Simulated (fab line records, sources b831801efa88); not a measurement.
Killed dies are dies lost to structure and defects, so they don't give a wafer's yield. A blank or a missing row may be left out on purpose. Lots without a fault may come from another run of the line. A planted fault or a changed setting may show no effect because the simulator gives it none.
A struck lot beside a sound one | flow sky130 | 35 steps out of a route of 708
Sound: wafers L645.2, L645.3, L645.6. Struck: wafers L650.3, L650.5. (L650.6 of the same lot was not struck and is left out.) The cause comes at the end.
At each step with rows: each side's tool, then ch and its chambers, then its first start. Under that, the readings that differ: sound wafers | struck wafers | difference of the means | sigmas: that difference in standard deviations of wafers without a fault.
alike: readings whose means differ by less than 2 such deviations, and words and numbers that are the same on both sides. not compared: withheld readings, readings that some wafer has no value for, bounds like >300 that may hide the same value, and numbers for which the record gives no deviation and whose values overlap.
The two part at a step that has a row with sigmas, a row that says differs or no value, or rows on one side only. Numbers that don't overlap but have no deviation are shown without sigmas and don't part them. A reading that every wafer of one side lacks parts them only if that side has two wafers or more.

first, 10 steps without rows for these wafers: SKY_VIA3_EXPOSE_09 (exposes mask VIM3, target cd 200 nm); SKY_VIA3_PEB_10; SKY_VIA3_DEVELOP_11 (develop time 60 s); SKY_VIA3_ETCH_14 (etches BARC in N2/H2, stops on SiO2, time 45.9 s, target depth 60 nm); SKY_VIA3_ETCH_15 (etches SiO2 in C4F8/O2/Ar, stops on TiN, target depth 507 nm, time 78 s); SKY_VIA3_STRIP_16 (strips in O2/N2); SKY_VIA3_STRIP_17 (strips in post etch residue remover, time 1200 s); SKY_VIA3_CLEAN_18 (cleans in IPA, time 180 s); SKY_VIA3_CLEAN_19 (cleans in O3/DIW); SKY_VIA3_SPUTTER_20 (material TiN, target thk 20 nm, time 80 s).
SKY_VIA3_CVD_21: deposits W, target thk 390 nm, time 117.31 s.
  sound on cvd_w-01 ch 0,1, day 41 02:16; struck on cvd_w-01 ch 1, day 43 12:39
  alike: heater_power_w
then, 23 steps without rows for these wafers: SKY_VIA3_CMP_24 (polishes, stops on SiO2, t overpolish 20 s, target thk 0 nm); SKY_METAL4_SPUTTER_00 (material Ti, target thk 15 nm, time 10 s); SKY_METAL4_SPUTTER_01 (material TiN, target thk 20 nm, time 16.7 s); SKY_METAL4_SPUTTER_02 (material AlCu, target thk 735 nm, time 39.1 s); SKY_METAL4_SPUTTER_03 (material Ti, target thk 5 nm, time 3.3 s); SKY_METAL4_SPUTTER_04 (material TiN, target thk 70 nm, time 58.3 s); SKY_CAP2M_CVD_00 (deposits SiO2, target thk 15.5 nm); SKY_CAP2M_SPUTTER_02 (material TiN, target thk 200 nm, time 166.7 s); SKY_CAP2M_DEHYDRATE_05 (time 60 s); SKY_CAP2M_HMDS_06 (prime time 60 s); SKY_CAP2M_COAT_07 (resist thk 1140 nm); SKY_CAP2M_SOFTBAKE_08 (time 60 s); SKY_CAP2M_EXPOSE_09 (exposes mask CAP2M, target cd 1000 nm); SKY_CAP2M_PEB_10; SKY_CAP2M_DEVELOP_11 (develop time 60 s); SKY_CAP2M_METAL_ETCH_13 (etches TiN in Cl2/BCl3, stops on SiO2, target depth 220 nm, time 62.9 s); SKY_CAP2M_STRIP_14 (strips in O2/N2); SKY_CAP2M_STRIP_15 (strips in post etch residue remover, time 1200 s); SKY_CAP2M_CLEAN_16 (cleans in IPA, time 180 s); SKY_CAP2M_CLEAN_17 (cleans in O3/DIW); SKY_METAL4_DEHYDRATE_05 (time 60 s); SKY_METAL4_HMDS_06 (prime time 60 s); SKY_METAL4_COAT_07 (resist thk 60 nm).
-- the record jumps here: 6 days lie between the struck wafers' starts before and after (it left off in module METAL4 and takes up again in module PAD_OPEN, whose first step shown is number 708 of the route) --
SKY_PAD_OPEN_PROBE_99:
  sound on prober-02, day 47 03:34; struck on prober-02, day 49 03:22
  reading                               | sound             | struck      | difference | sigmas
  killed_at_M0_to_M3                    | 41 46 58          | 84 77       | +32        | +4
  killed_short                          | 39 34 54          | 29 29       | -13        | -2
  sort_bin_3_pad_short (%)              | 0.6 1.2 0.8       | 3.3 3.0     | +2.3       | +5
  model.etest.tester.sort_n_pass        | 406 397 379       | 377 376     | -18        |
  model.etest.tester.sort_yield_pct (%) | 82.52 80.69 77.03 | 76.63 76.42 | -3.55      |
  model.etest.tester.sort_bin_5_pct (%) | 11.59 10.98 13.01 | 13.82 14.43 | +2.27      |
  model.etest.tester.sort_bin_3_pct (%) | 0.6098 1.22 0.813 | 3.252 3.049 | +2.270     |
  alike: defect_limited_yield, killed_at_M4_up, killed_at_contacts, killed_at_front_end, killed_at_other, killed_dies, killed_on_rim, killed_open, sort_bin_5_function, sort_bin_6_memory, sort_n_pass, sort_yield_pct

WHERE THEY PART
Only at SKY_PAD_OPEN_PROBE_99, within this record.

WHY: what the simulator had put in
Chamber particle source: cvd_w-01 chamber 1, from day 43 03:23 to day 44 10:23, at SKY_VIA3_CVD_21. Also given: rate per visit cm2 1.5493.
